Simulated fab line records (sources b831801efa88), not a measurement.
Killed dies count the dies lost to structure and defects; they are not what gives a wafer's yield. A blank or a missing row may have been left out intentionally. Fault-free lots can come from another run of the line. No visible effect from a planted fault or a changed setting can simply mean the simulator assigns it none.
fab line records    flow gf180mcu
record: lots: 13  wafers: 39  lastDay: 34
route steps=602 shown STI@8 DUAL_GATE@144 POLY_GATE@171 HV_LDD@222
lots that met no fault: taken from a fault-free run of the same line
startH: the number of hours between the record's first day and the start of the first shown wafer of the lot    waitH: time in hours since the lot's previous step    " repeats the value in the row above    L1.1+2: one row covering several wafers at once    - value missing, or start not given    * or withheld: withheld    < > ~ a bound
route shown NAME@n: NAME is a module with steps in the file, n the number in the route of the first one    usual: mean/standard deviation of fault-free wafers    same: alike in all rows    chamber/n: place in a boat    sites: readings site by site    _std_site: the standard deviation of these    _edge_site: the outer-site mean with the inner-site mean subtracted    radiusMm: for every site, how far away it sits from the centre of the wafer    mask NAME#n: copy n    behind: the most recent tool/chamber to have shaped the wafer    hold: cause of the lot's hold/its duration in hours/its outcome    device: transistor that didn't switch, given as n, p or np    end of line: tests run on the same wafers once the route is complete    a step given without rows: its recipe and nothing more    killed: at the first sort, the dies lost to defects and structure; wafer yield is something else    map: a wafer's dies, x killed, . not, _ none there
set.NAME: the run value of the setting; set.NAME@STEP: its run value at that earlier step    model.NAME: the simulator's own value behind a step, which no gauge read
steps of the route over a sample of lots; a table a step, a row a wafer
services: when a tool's chamber went out of use (startH, in hours from the record's first day, below 0 if earlier), for how many hours, and the reason
== steps ==
step: GF_STI_COAT_07
recipe: resist: KrF  spinRpm: withheld  resistThkNm: 700
usual: exhaustPa: 45.3/0.93  resistLineTempC: 22.99/0.086
lot.wafer  tool           chamber  startH  waitH  exhaustPa  resistLineTempC
L858.2     lithoTrack-04  0        19.29   0.1    45.2       23.17
L858.4     "              0        "       "      44.0       22.85
L858.5     "              0        "       "      44.4       22.98
L859.1     lithoTrack-03  0        24.07   0.1    45.0       23.06
L859.4     "              0        "       "      45.8       23.00
L859.5     "              0        "       "      46.6       23.10
L860.2     lithoTrack-03  0        30.59   0.1    44.2       23.00
L860.3     "              0        "       "      44.9       22.89
L860.6     "              0        "       "      44.8       22.82
L861.3     lithoTrack-04  0        35.21   0.1    43.4       22.98
L861.4     "              0        "       "      44.8       23.09
L861.6     "              0        "       "      43.8       22.99
L862.2     lithoTrack-04  0        39.24   0.1    45.6       22.86
L862.3     "              0        "       "      44.7       23.02
L862.5     "              0        "       "      45.5       22.84
L863.1     lithoTrack-04  0        44.36   0.1    45.3       23.01
L863.3     "              0        "       "      46.5       23.10
L863.6     "              0        "       "      47.8       22.92
L868.2     lithoTrack-04  0        70.29   0.1    44.2       22.87
L868.4     "              0        "       "      45.5       22.93
L868.6     "              0        "       "      45.6       22.98
L870.2     lithoTrack-04  0        81.04   0.1    43.5       23.13
L870.4     "              0        "       "      44.4       22.94
L870.6     "              0        "       "      45.2       22.97
L871.3     lithoTrack-02  0        85.98   0.1    44.3       23.02
L871.4     "              0        "       "      45.4       23.09
L871.6     "              0        "       "      44.1       23.04
L873.1     lithoTrack-04  0        97.26   0.1    46.3       22.95
L873.2     "              0        "       "      46.8       23.08
L873.3     "              0        "       "      46.9       22.94
L876.1     lithoTrack-04  0        110.81  0.1    46.0       22.90
L876.4     "              0        "       "      44.1       23.10
L876.6     "              0        "       "      45.6       23.01
L878.3     lithoTrack-04  0        121.56  0.1    44.8       22.96
L878.5     "              0        "       "      44.1       22.99
L878.6     "              0        "       "      44.5       22.92
L881.1     lithoTrack-04  0        136.31  0.1    45.5       22.99
L881.2     "              0        "       "      45.7       23.04
L881.5     "              0        "       "      46.4       23.03
step: GF_STI_STRIP_15
recipe: chemistry: O2/N2  powerW: 1400  pressureMtorr: 1500  platenTempC: 250  o2FlowSccm: 3000  n2FlowSccm: 300  overashFraction: 0.5
usual: drypumpMotorCurrentA: 5.7/0.49  heaterPowerW: 347/59  oesProductAu: 0.384/0.0047  stripTimeToEndpointS: 3.74/0.046
lot.wafer  tool            chamber  startH  waitH  drypumpMotorCurrentA  heaterPowerW  oesProductAu  rfHoursCounterH  stripTimeToEndpointS
L858.2     plasmaAsher-04  0        25.59   0.0    5.8                   284           0.386         22               3.76
L858.4     "               1        "       "      5.4                   340           0.383         -                3.67
L858.5     "               0        "       "      5.8                   279           0.377         -                3.69
L859.1     plasmaAsher-02  0        30.79   0.0    4.8                   455           0.388         36               3.81
L859.4     "               1        "       "      6.1                   343           0.385         -                3.71
L859.5     "               0        "       "      4.8                   446           0.377         -                3.74
L860.2     plasmaAsher-02  1        37.35   0.0    6.1                   347           0.380         36               3.76
L860.3     "               1        "       "      6.1                   344           0.390         -                3.78
L860.6     "               1        "       "      6.1                   353           0.383         -                3.79
L861.3     plasmaAsher-04  0        41.72   0.1    5.8                   281           0.387         -                3.77
L861.4     "               1        "       "      5.4                   338           0.381         -                3.67
L861.6     "               1        "       "      5.4                   338           0.385         -                3.79
L862.2     plasmaAsher-04  1        45.80   0.0    5.4                   344           0.378         25               3.71
L862.3     "               1        "       "      5.4                   350           0.383         -                3.74
L862.5     "               0        "       "      5.9                   278           0.389         -                3.75
L863.1     plasmaAsher-04  0        50.74   0.0    5.9                   281           0.384         26               3.66
L863.3     "               0        "       "      5.8                   281           0.386         -                3.76
L863.6     "               0        "       "      5.8                   285           0.392         -                3.79
L868.2     plasmaAsher-02  1        77.59   0.0    6.1                   339           0.384         41               3.77
L868.4     "               1        "       "      6.1                   342           0.383         -                3.79
L868.6     "               0        "       "      4.8                   444           0.387         -                3.71
L870.2     plasmaAsher-03  0        88.05   0.0    6.1                   339           0.384         39               3.81
L870.4     "               0        "       "      6.1                   345           0.385         -                3.76
L870.6     "               1        "       "      6.0                   278           0.387         -                3.77
L871.3     plasmaAsher-02  1        93.77   0.1    6.1                   347           0.375         -                3.71
L871.4     "               0        "       "      4.8                   443           0.397         -                4.03
L871.6     "               0        "       "      4.8                   455           0.383         -                3.77
L873.1     plasmaAsher-04  1        104.30  0.0    5.4                   341           0.382         32               3.77
L873.2     "               0        "       "      5.9                   286           0.375         32               3.76
L873.3     "               0        "       "      5.9                   278           0.380         -                3.69
L876.1     plasmaAsher-03  0        118.04  0.0    6.1                   343           0.394         42               3.75
L876.4     "               0        "       "      6.1                   341           0.381         -                3.80
L876.6     "               0        "       "      6.1                   344           0.384         -                3.78
L878.3     plasmaAsher-02  0        129.67  0.1    4.8                   450           0.386         -                3.66
L878.5     "               1        "       "      6.1                   340           0.378         -                3.78
L878.6     "               0        "       "      4.8                   455           0.376         -                3.73
L881.1     plasmaAsher-03  1        144.34  0.0    6.0                   273           0.377         45               3.73
L881.2     "               0        "       "      6.1                   341           0.382         45               3.72
L881.5     "               1        "       "      6.0                   284           0.387         -                3.73
step: GF_DUAL_GATE_THK_MEAS_03
recipe: reads: SiO2_of_DUAL_GATE_OXIDATION_02
usual: DUAL_GATE_OXIDATION_00_THK: 10.88/0.21
lot.wafer  tool          chamber  startH  waitH  DUAL_GATE_OXIDATION_00_THK[nm]
L858.2     filmMetro-02  -        159.71  0.0    10.98
L858.4     "             -        "       "      10.81
L858.5     "             -        "       "      11.03
L859.1     filmMetro-04  -        165.75  0.0    10.73
L859.4     "             -        "       "      10.81
L859.5     "             -        "       "      10.70
L860.2     filmMetro-03  -        174.43  0.0    11.05
L860.3     "             -        "       "      11.03
L860.6     "             -        "       "      10.98
L861.3     filmMetro-04  -        180.74  0.0    10.82
L861.4     "             -        "       "      11.04
L861.6     "             -        "       "      11.02
L862.2     filmMetro-04  -        185.73  0.0    10.83
L862.3     "             -        "       "      11.03
L862.5     "             -        "       "      11.03
L863.1     filmMetro-04  -        193.94  0.0    11.09
L863.3     "             -        "       "      11.10
L863.6     "             -        "       "      11.18
L868.2     filmMetro-02  -        234.05  0.0    11.14
L868.4     "             -        "       "      11.01
L868.6     "             -        "       "      11.15
L870.2     filmMetro-04  -        244.67  0.0    10.72
L870.4     "             -        "       "      10.88
L870.6     "             -        "       "      10.58
L871.3     filmMetro-04  -        249.68  0.0    11.03
L871.4     "             -        "       "      10.97
L871.6     "             -        "       "      10.90
L873.1     filmMetro-03  -        263.26  0.0    10.87
L873.2     "             -        "       "      10.87
L873.3     "             -        "       "      10.88
L876.1     filmMetro-02  -        283.01  0.0    11.00
L876.4     "             -        "       "      10.72
L876.6     "             -        "       "      10.90
L878.3     filmMetro-03  -        295.09  0.0    10.84
L878.5     "             -        "       "      10.77
L878.6     "             -        "       "      10.95
L881.1     filmMetro-04  -        317.96  0.0    10.64
L881.2     "             -        "       "      10.53
L881.5     "             -        "       "      10.65
step: GF_POLY_GATE_STRIP_14
recipe: chemistry: O2/N2  powerW: 1400  pressureMtorr: 1500  platenTempC: 250  o2FlowSccm: 3000  n2FlowSccm: 300  overashFraction: 0.5
usual: drypumpMotorCurrentA: 5.7/0.49  heaterPowerW: 344/58  oesProductAu: 0.505/0.0049
lot.wafer  tool            chamber  startH  waitH  drypumpMotorCurrentA  heaterPowerW  oesProductAu  rfHoursCounterH
L858.2     plasmaAsher-02  0        197.07  0.0    4.8                   446           0.504         54
L858.4     "               1        "       "      6.1                   335           0.510         -
L858.5     "               0        "       "      4.8                   460           0.513         -
L859.1     plasmaAsher-03  0        203.42  0.0    6.1                   344           0.504         50
L859.4     "               1        "       "      6.0                   285           0.508         -
L859.5     "               1        "       "      6.0                   286           0.505         -
L860.2     plasmaAsher-02  1        211.49  0.0    6.1                   345           0.494         55
L860.3     "               0        "       "      4.8                   452           0.506         -
L860.6     "               1        "       "      6.1                   357           0.494         -
L861.3     plasmaAsher-03  0        219.16  0.1    6.1                   336           0.506         -
L861.4     "               1        "       "      6.0                   284           0.507         -
L861.6     "               1        "       "      6.0                   285           0.501         -
L862.2     plasmaAsher-03  1        223.67  0.0    6.0                   286           0.507         52
L862.3     "               1        "       "      6.1                   276           0.500         -
L862.5     "               1        "       "      6.0                   284           0.502         -
L863.1     plasmaAsher-03  1        232.74  0.0    6.0                   287           0.498         53
L863.3     "               1        "       "      6.0                   286           0.507         -
L863.6     "               1        "       "      6.1                   281           0.498         -
L868.2     plasmaAsher-03  1        274.94  0.0    6.0                   282           0.499         59
L868.4     "               0        "       "      6.1                   335           0.516         -
L868.6     "               0        "       "      6.1                   351           0.501         -
L870.2     plasmaAsher-02  1        285.72  0.0    6.1                   347           0.509         63
L870.4     "               1        "       "      6.1                   343           0.500         -
L870.6     "               0        "       "      4.8                   442           0.507         -
L871.3     plasmaAsher-03  1        291.27  0.1    6.0                   277           0.507         -
L871.4     "               0        "       "      6.1                   335           0.505         -
L871.6     "               0        "       "      6.1                   337           0.507         -
L873.1     plasmaAsher-03  1        305.33  0.0    6.0                   283           0.513         62
L873.2     "               0        "       "      6.1                   339           0.507         62
L873.3     "               0        "       "      6.1                   336           0.508         -
L876.1     plasmaAsher-04  1        326.52  0.0    5.4                   337           0.511         53
L876.4     "               1        "       "      5.4                   342           0.510         -
L876.6     "               0        "       "      5.8                   281           0.498         -
L878.3     plasmaAsher-04  1        339.65  0.1    5.4                   342           0.506         -
L878.5     "               1        "       "      5.4                   338           0.501         -
L878.6     "               0        "       "      5.9                   290           0.503         -
L881.1     plasmaAsher-04  0        364.23  0.0    5.9                   280           0.502         57
L881.2     "               1        "       "      5.4                   342           0.500         57
L881.5     "               1        "       "      5.4                   340           0.507         -
step: GF_HV_LDD_CD_MEAS_46
recipe: targetCdNm: 400
usual: cdNm: 399.5/2.1
lot.wafer  tool      chamber  startH  waitH  cdNm
L858.2     cdSem-01  -        271.74  0.1    400.6
L858.4     "         -        "       "      402.3
L858.5     "         -        "       "      400.1
L859.1     cdSem-01  -        281.21  0.1    401.0
L859.4     "         -        "       "      403.0
L859.5     "         -        "       "      401.3
L860.2     cdSem-01  -        287.95  0.1    399.6
L860.3     "         -        "       "      398.4
L860.6     "         -        "       "      398.5
L861.3     cdSem-01  -        296.52  0.1    398.8
L861.4     "         -        "       "      397.4
L861.6     "         -        "       "      397.9
L862.2     cdSem-02  -        304.15  0.1    397.0
L862.3     "         -        "       "      398.3
L862.5     "         -        "       "      397.5
L863.1     cdSem-01  -        313.22  0.1    396.2
L863.3     "         -        "       "      398.7
L863.6     "         -        "       "      397.3
L868.2     cdSem-01  -        359.10  0.1    397.4
L868.4     "         -        "       "      399.3
L868.6     "         -        "       "      397.7
L870.2     cdSem-01  -        372.69  0.2    396.2
L870.4     "         -        "       "      396.1
L870.6     "         -        "       "      395.4
L871.3     cdSem-01  -        380.52  0.1    399.7
L871.4     "         -        "       "      400.4
L871.6     "         -        "       "      401.3
L873.1     cdSem-01  -        394.88  0.2    404.3
L873.2     "         -        "       "      404.2
L873.3     "         -        "       "      406.0
L876.1     cdSem-01  -        418.93  0.1    401.1
L876.4     "         -        "       "      400.4
L876.6     "         -        "       "      401.3
L878.3     cdSem-02  -        433.46  0.1    400.9
L878.5     "         -        "       "      398.6
L878.6     "         -        "       "      398.1
L881.1     cdSem-01  -        460.37  0.1    397.4
L881.2     "         -        "       "      398.7
L881.5     "         -        "       "      398.2
== services ==
tool            chamber  startH  hours  kind
plasmaAsher-03  -        26.36   24.8   repair
plasmaAsher-02  -        47.66   2.1    repair
plasmaAsher-02  -        48.60   1.2    repair
plasmaAsher-03  -        63.26   0.4    repair
plasmaAsher-03  -        66.62   0.4    repair
plasmaAsher-03  -        72.73   14.6   pm
plasmaAsher-03  -        198.95  3.0    repair
plasmaAsher-04  -        245.22  28.1   pm
plasmaAsher-02  -        257.27  3.2    repair
plasmaAsher-02  -        301.78  0.4    repair
plasmaAsher-04  -        333.19  1.8    repair
plasmaAsher-02  -        335.12  1.6    repair
plasmaAsher-03  -        355.77  23.2   repair
plasmaAsher-02  -        361.91  4.1    repair
== key ==
firstSign: step: GF_STI_STRIP_15  reading: stripTimeToEndpointS  direction: up  sigmas: 6.3  usual: *  struck: *
effect none on later readings
metAt GF_STI_COAT_07
struckLots L871
struckWafers L871.4
testerLeftOut L871
notActingAt GF_DUAL_GATE_THK_MEAS_03,GF_POLY_GATE_STRIP_14,GF_HV_LDD_CD_MEAS_46
fault: kind: processParameterDrift  tool: lithoTrack-02  chamber: -  onsetH: 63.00  steps: GF_STI_COAT_07  channel: resistThkNm  offset: *  shape: step  endH: 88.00  scope: struckWafersOnly  actsIn: *  stated: *
testerLeftOut: of these lots the tester's yield and bins aren't shown, on N5 and GAA mostly nor the transistor test; their killed dies are dies lost to structure and defects alone, not to doping, threshold or leakage, so they don't give the yield
